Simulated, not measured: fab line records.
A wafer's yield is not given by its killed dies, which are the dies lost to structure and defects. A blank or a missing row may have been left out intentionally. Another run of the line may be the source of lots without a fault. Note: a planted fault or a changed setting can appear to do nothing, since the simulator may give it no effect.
Matching of chambers ; flow gf180mcu ; GF_V5_CMP_04 on cmp-02 has 4 sister chambers
The step polishes SiO2. 8 wafers are shown with their chamber, then 12 later ones without.

== WAFERS PAIRED WITH THEIR CHAMBERS ==
wafer;chamber;motor current A (A);slurry filter dp kPa (kPa)
L085.6;1;12.8;13.55
L086.1;1;13.0;13.53
L089.1;0;12.2;13.44
L089.3;2;12.4;13.61
L089.6;3;11.2;13.40
L090.1;0;12.2;13.35
L090.4;3;10.9;13.64
L090.5;2;12.7;13.35

== WAFERS WITHOUT THEIR CHAMBER ==
wafer;motor current A (A);slurry filter dp kPa (kPa)
L091.2;12.2;13.44
L091.3;13.3;13.54
L091.4;10.6;13.59
L092.2;10.8;13.76
L092.3;12.8;13.44
L092.5;12.3;13.64
L093.3;10.2;13.57
L093.5;11.9;13.39
L093.6;12.6;13.50
L094.2;12.7;13.37
L094.4;10.6;13.40
L094.6;12.2;13.50

== CHAMBER TAKEN BY EACH ==
wafer;from the rows above;in truth
L091.2;can't be placed: 0 or 2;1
L091.3;1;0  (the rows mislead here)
L091.4;3;3
L092.2;3;3
L092.3;can't be placed: 1 or 2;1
L092.5;can't be placed: 2 or 0 or 1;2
L093.3;3;3
L093.5;0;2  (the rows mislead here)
L093.6;can't be placed: 2 or 1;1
L094.2;can't be placed: 2 or 1 or 0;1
L094.4;3;3
L094.6;can't be placed: 0 or 2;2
Correctly placed: 4 of 12. From these rows, 6 cannot be placed; in 5 the true chamber is one of the candidates. 2 placed wrongly.
How it was worked out, from the rows above alone: a wafer's distance from a chamber is the root of the sum, over the readings, of the square of ((its reading less the chamber's mean) divided by the reading's scatter). The wafer belongs to the nearest chamber; if the next one is less than 2 further off, it can't be placed. Each chamber's mean is taken over the wafers shown for it. The scatter is the square root of a quotient: the sum, over the shown wafers, of each reading's squared deviation from its chamber's mean, divided by wafers minus chambers.
